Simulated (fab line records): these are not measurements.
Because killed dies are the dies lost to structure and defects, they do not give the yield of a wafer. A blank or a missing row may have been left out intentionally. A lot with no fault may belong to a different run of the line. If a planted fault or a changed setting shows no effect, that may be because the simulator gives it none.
What tool caused it?    flow sky130    12 lots with 36 wafers sampled at 5 steps, on a route of 708 steps

## WHAT THE GAUGES SHOWED, per wafer
The record holds no reading of a measuring or inspecting step that can be judged against a usual standard deviation.

## WHAT TOOL EACH LOT RAN ON (gives the tool, then ch and the chambers of the sampled wafers, and finally the start)
lot   SKY_METAL2_SPUTTER_02        SKY_METAL2_COAT_10                SKY_METAL3_SPUTTER_04        SKY_CAPM_SPUTTER_02          SKY_PAD_OPEN_PROBE_99
L640  pvdSputter-01, day 34 05:41  lithoTrack-04 ch 0, day 34 18:00  pvdSputter-03, day 36 13:52  pvdSputter-01, day 36 14:00  prober-02, day 45 22:31
L641  pvdSputter-03, day 34 12:16  lithoTrack-03 ch 0, day 35 01:00  pvdSputter-02, day 36 19:55  pvdSputter-04, day 36 20:03  -
L642  pvdSputter-03, day 34 22:56  lithoTrack-03 ch 0, day 35 12:00  pvdSputter-03, day 37 06:08  pvdSputter-04, day 37 06:16  -
L643  pvdSputter-04, day 35 08:14  lithoTrack-04 ch 0, day 35 20:00  pvdSputter-01, day 37 15:38  pvdSputter-02, day 37 15:46  prober-01, day 46 23:16
L645  pvdSputter-04, day 35 20:35  lithoTrack-04 ch 0, day 36 09:00  pvdSputter-03, day 38 04:40  pvdSputter-01, day 38 04:47  prober-01, day 47 09:13
L646  pvdSputter-04, day 36 08:15  lithoTrack-02 ch 0, day 36 21:00  pvdSputter-03, day 38 16:04  pvdSputter-01, day 38 16:12  prober-02, day 47 16:52
L649  pvdSputter-03, day 37 03:34  lithoTrack-03 ch 0, day 37 17:00  pvdSputter-02, day 39 09:49  pvdSputter-04, day 39 09:57  -
L652  pvdSputter-04, day 38 01:12  lithoTrack-02 ch 0, day 38 14:00  pvdSputter-01, day 40 06:01  pvdSputter-04, day 40 06:08  -
L656  pvdSputter-03, day 39 13:28  lithoTrack-03 ch 0, day 40 01:00  pvdSputter-01, day 41 17:52  pvdSputter-04, day 41 17:59  prober-02, day 49 23:28
L657  pvdSputter-01, day 39 13:49  lithoTrack-02 ch 0, day 40 01:00  pvdSputter-02, day 41 18:05  pvdSputter-01, day 41 18:13  prober-01, day 49 23:38
L659  pvdSputter-04, day 40 03:02  lithoTrack-02 ch 0, day 40 15:00  pvdSputter-02, day 42 06:43  pvdSputter-04, day 42 06:51  prober-02, day 50 09:20
L663  pvdSputter-03, day 41 15:25  lithoTrack-04 ch 0, day 42 03:00  pvdSputter-01, day 43 17:23  pvdSputter-02, day 43 17:32  -
- SKY_METAL2_SPUTTER_02: material AlCu, target thk 250 nm, time 13.3 s.
- SKY_METAL2_COAT_10: resist thk 450 nm.
- SKY_METAL3_SPUTTER_04: material TiN, target thk 70 nm, time 58.3 s.
- SKY_CAPM_SPUTTER_02: material TiN, target thk 200 nm, time 166.7 s.
- SKY_PAD_OPEN_PROBE_99

## WHAT THE TOOLS THEMSELVES READ (means of the sampled wafers that have a number; where no wafer has one, the mark that the record gives instead)
SKY_METAL2_SPUTTER_02. Usual: cathodeDcPowerW 10600 W, standard deviation 2; chamberPressurePa 0.3999 Pa, standard deviation 0.00078; throttleValvePct 30.0 %, standard deviation 1.4.
lot   tool           cathodeDcPowerW (W)  chamberPressurePa (Pa)  throttleValvePct (%)  flag
L640  pvdSputter-01  10600                0.3999                  28.4                  
L641  pvdSputter-03  10600                0.4001                  30.6                  
L642  pvdSputter-03  10600                0.4004                  31.4                  
L643  pvdSputter-04  10600                0.3990                  30.0                  
L645  pvdSputter-04  10600                0.3996                  30.2                  
L646  pvdSputter-04  10598                0.4003                  30.0                  
L649  pvdSputter-03  10598                0.4003                  30.2                  
L652  pvdSputter-04  10601                0.3990                  30.0                  
L656  pvdSputter-03  10601                0.3992                  31.3                  
L657  pvdSputter-01  10600                0.3993                  29.5                  
L659  pvdSputter-04  10599                0.4009                  29.8                  
L663  pvdSputter-03  10601                0.4005                  31.3                  

SKY_METAL2_COAT_10. Usual: chillPlateTempC 22.98 C, standard deviation 0.1; spinSpeedRpm 3000.5 rpm, standard deviation 2.4.
lot   tool           chillPlateTempC (C)  spinSpeedRpm (rpm)  flag
L640  lithoTrack-04  22.90                2998.9              
L641  lithoTrack-03  22.78                3000.7              
L642  lithoTrack-03  22.92                3002.4              
L643  lithoTrack-04  22.95                3002.7              
L645  lithoTrack-04  23.02                2999.2              
L646  lithoTrack-02  22.93                3003.3              
L649  lithoTrack-03  23.10                3000.2              
L652  lithoTrack-02  23.05                2999.7              
L656  lithoTrack-03  22.95                3000.1              
L657  lithoTrack-02  23.07                2921.8              OFF
L659  lithoTrack-02  22.83                2922.3              OFF
L663  lithoTrack-04  23.01                3001.1              

SKY_METAL3_SPUTTER_04. Usual: cathodeDcPowerW 6499.9 W, standard deviation 1.1; chamberPressurePa 0.3999 Pa, standard deviation 0.00082; throttleValvePct 30.0 %, standard deviation 1.4.
lot   tool           cathodeDcPowerW (W)  chamberPressurePa (Pa)  throttleValvePct (%)  flag
L640  pvdSputter-03  6499.4               0.4009                  30.1                  
L641  pvdSputter-02  6498.9               0.3998                  30.6                  
L642  pvdSputter-03  6500.6               0.3994                  30.3                  
L643  pvdSputter-01  6499.9               0.3993                  29.3                  
L645  pvdSputter-03  6500.5               0.3999                  30.4                  
L646  pvdSputter-03  6499.6               0.3999                  30.0                  
L649  pvdSputter-02  6499.2               0.3994                  30.4                  
L652  pvdSputter-01  6499.6               0.3996                  29.4                  
L656  pvdSputter-01  6500.2               0.4012                  29.5                  
L657  pvdSputter-02  6499.5               0.3996                  30.8                  
L659  pvdSputter-02  6501.2               0.4008                  30.6                  
L663  pvdSputter-01  6500.0               0.3993                  28.5                  

SKY_CAPM_SPUTTER_02. Usual: cathodeDcPowerW 6500.2 W, standard deviation 1.2; chamberPressurePa 0.4001 Pa, standard deviation 0.0008; throttleValvePct 29.7 %, standard deviation 1.1.
lot   tool           cathodeDcPowerW (W)  chamberPressurePa (Pa)  throttleValvePct (%)  flag
L640  pvdSputter-01  6499.9               0.3998                  28.5                  
L641  pvdSputter-04  6499.9               0.4011                  29.7                  
L642  pvdSputter-04  6499.9               0.4001                  29.9                  
L643  pvdSputter-02  6500.6               0.3998                  30.5                  
L645  pvdSputter-01  6500.3               0.4001                  28.5                  
L646  pvdSputter-01  6499.6               0.3998                  28.3                  
L649  pvdSputter-04  6500.9               0.3997                  30.1                  
L652  pvdSputter-04  6500.6               0.4002                  30.4                  
L656  pvdSputter-04  6500.4               0.4002                  29.7                  
L657  pvdSputter-01  6501.4               0.3999                  28.4                  
L659  pvdSputter-04  6500.3               0.4006                  30.0                  
L663  pvdSputter-02  6500.5               0.4002                  30.7                  

SKY_PAD_OPEN_PROBE_99. Usual: defectLimitedYield 82.5 %, standard deviation 2; killed_at_M0_to_M3 43, standard deviation 6.8; killed_at_M4_up 3.3, standard deviation 2.1; killedAtContacts 24, standard deviation 5; killedAtFrontEnd 15, standard deviation 4.4; killedAtOther 0.3, standard deviation 0.57; killedDies 86, standard deviation 9.7; killedOpen 47, standard deviation 7.3; killedShort 39, standard deviation 6.1; sort_bin_3_pad_short 0.8 %, standard deviation 0.38; sort_bin_5_function 10.5 %, standard deviation 1.5; sort_bin_6_memory 6.2 %, standard deviation 1.1; sortNPass 406, standard deviation 9.7; sortYieldPct 82.5 %, standard deviation 2.
lot   tool       defectLimitedYield (%)  killed_at_M0_to_M3  killed_at_M4_up  killedAtContacts  killedAtFrontEnd  killedAtOther  killedDies  killedOpen  killedShort  sort_bin_3_pad_short (%)  sort_bin_5_function (%)  sort_bin_6_memory (%)  sortNPass  sortYieldPct (%)  flag
L640  prober-02  82.0                    44                  4.0              25                16                0.0            89          50          37           0.8                       10.6                     6.6                    403        82.0              
L643  prober-01  82.1                    44                  3.0              22                18                1.0            88          54          32           0.8                       12.4                     4.7                    404        82.1              
L645  prober-01  82.3                    42                  5.0              27                13                0.0            87          49          38           0.7                       10.4                     6.6                    405        82.3              
L646  prober-02  82.6                    38                  3.0              29                15                0.3            86          47          38           1.1                       9.5                      6.8                    406        82.6              
L656  prober-02  82.7                    44                  4.3              21                16                0.0            85          48          37           0.8                       11.0                     5.5                    407        82.7              
L657  prober-01  82.5                    46                  2.7              21                16                0.7            86          45          40           0.5                       11.4                     5.6                    406        82.5              
L659  prober-02  83.5                    39                  4.7              19                18                0.0            81          45          36           0.7                       10.3                     5.4                    411        83.5              

## THE ANSWER, worked out from the rows above alone
Rule: take the mean of a lot's wafers that have a number; if it is more than 3 standard deviations from the usual mean, the lot is off. Also off: a lot with no number at a reading for which 4 or more lots have one. Where the step has rows for the other lots, those lots are counted as sound. The gauges are gone through in route order, then the tools' own readings, and for those a lot's mean is taken as printed above. The first step at which some lot is off is used, and at that step the reading that is off furthest; a lot without a number counts as furthest.
Off at SKY_METAL2_COAT_10 (spinSpeedRpm): L657, L659.
A tool fits if, at that step or a process step before it, it ran every lot that is off, and no sound lot after the first of them. One candidate fits, namely lithoTrack-02 at SKY_METAL2_COAT_10. Its last sound lot is L652 (day 38 14:00), its first lot that is off L657 (day 40 01:00): a fault that began between those two fits.
The tool's own readings at SKY_METAL2_COAT_10 bear it out: on the lots that are off they differ by more than 5 times the standard deviation of the sound lots' means. spinSpeedRpm reads 2922.1 rpm there against 3000.8 rpm on the sound lots.

## WHAT THE SIMULATOR HAD INSERTED
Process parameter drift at SKY_METAL2_COAT_10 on lithoTrack-02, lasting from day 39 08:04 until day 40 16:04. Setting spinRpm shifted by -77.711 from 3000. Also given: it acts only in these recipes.
Struck lots among those shown: L657, L659. The rule given above showed the same thing.
